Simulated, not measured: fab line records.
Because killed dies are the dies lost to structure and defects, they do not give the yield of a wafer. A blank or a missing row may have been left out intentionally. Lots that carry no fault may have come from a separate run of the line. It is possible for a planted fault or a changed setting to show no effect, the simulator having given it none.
Matching of chambers + flow sky130 + 4 sister chambers for SKY_LI_CONTACT_ETCH_15 on rie diel-03
The step etches PSG in C4F8/O2/Ar, stops on Si, target depth 600 nm. 20 wafers are shown with their chamber, then 10 later ones without.

EACH WAFER AND ITS CHAMBER
| wafer  | chamber | oes product au (a.u.) |
|--------|---------|-----------------------|
| L077.4 | 3       | 0.832                 |
| L077.5 | 1       | 0.847                 |
| L077.6 | 0       | 0.842                 |
| L079.2 | 0       | 0.837                 |
| L079.4 | 2       | 0.839                 |
| L079.6 | 3       | 0.843                 |
| L080.2 | 0       | 0.840                 |
| L080.4 | 3       | 0.839                 |
| L080.5 | 1       | 0.847                 |
| L083.2 | 3       | 0.841                 |
| L083.3 | 0       | 0.842                 |
| L083.4 | 1       | 0.834                 |
| L086.2 | 0       | 0.829                 |
| L086.4 | 2       | 0.835                 |
| L086.5 | 3       | 0.831                 |
| L087.1 | 3       | 0.835                 |
| L087.4 | 1       | 0.840                 |
| L087.6 | 1       | 0.829                 |
| L088.1 | 1       | 0.833                 |
| L088.4 | 2       | 0.837                 |

SIGNATURES (averages over the wafers above)
| reading        | chamber 0 | chamber 1 | chamber 2 | chamber 3 | scatter within a chamber |
|----------------|-----------|-----------|-----------|-----------|--------------------------|
| oes product au | 0.83800   | 0.83833   | 0.83700   | 0.83683   | 0.00578                  |
Rule: for each reading, subtract the chamber's mean from the wafer's reading, divide by that reading's scatter and square the result; add these up over the readings and take the root, which gives the wafer's distance from the chamber. If the next closest chamber is less than 2 further off than the closest, the wafer can't be placed; otherwise it belongs to the closest. The scatter: take each reading less its chamber's mean, square it, sum over the shown wafers, divide by the number of wafers less the number of chambers, and take the root.

WAFERS WITHOUT THEIR CHAMBER
| wafer  | oes product au (a.u.) |
|--------|-----------------------|
| L088.5 | 0.841                 |
| L092.3 | 0.841                 |
| L092.5 | 0.831                 |
| L092.6 | 0.832                 |
| L094.1 | 0.838                 |
| L094.3 | 0.837                 |
| L094.5 | 0.836                 |
| L093.1 | 0.840                 |
| L093.2 | 0.839                 |
| L093.4 | 0.844                 |

CHAMBER TAKEN BY EACH
| wafer  | from the rows above               | in truth |
|--------|-----------------------------------|----------|
| L088.5 | can't be placed: 1 or 0 or 2 or 3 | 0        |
| L092.3 | can't be placed: 1 or 0 or 2 or 3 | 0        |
| L092.5 | can't be placed: 3 or 2 or 0 or 1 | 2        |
| L092.6 | can't be placed: 3 or 2 or 0 or 1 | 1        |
| L094.1 | can't be placed: 0 or 1 or 2 or 3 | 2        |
| L094.3 | can't be placed: 2 or 3 or 0 or 1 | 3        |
| L094.5 | can't be placed: 3 or 2 or 0 or 1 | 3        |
| L093.1 | can't be placed: 1 or 0 or 2 or 3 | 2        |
| L093.2 | can't be placed: 1 or 0 or 2 or 3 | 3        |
| L093.4 | can't be placed: 1 or 0 or 2 or 3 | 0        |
Placed correctly: 0 of 10. Cannot be placed on the basis of these rows: 10; the candidates contain the true chamber in 10. Number placed wrongly: 0.
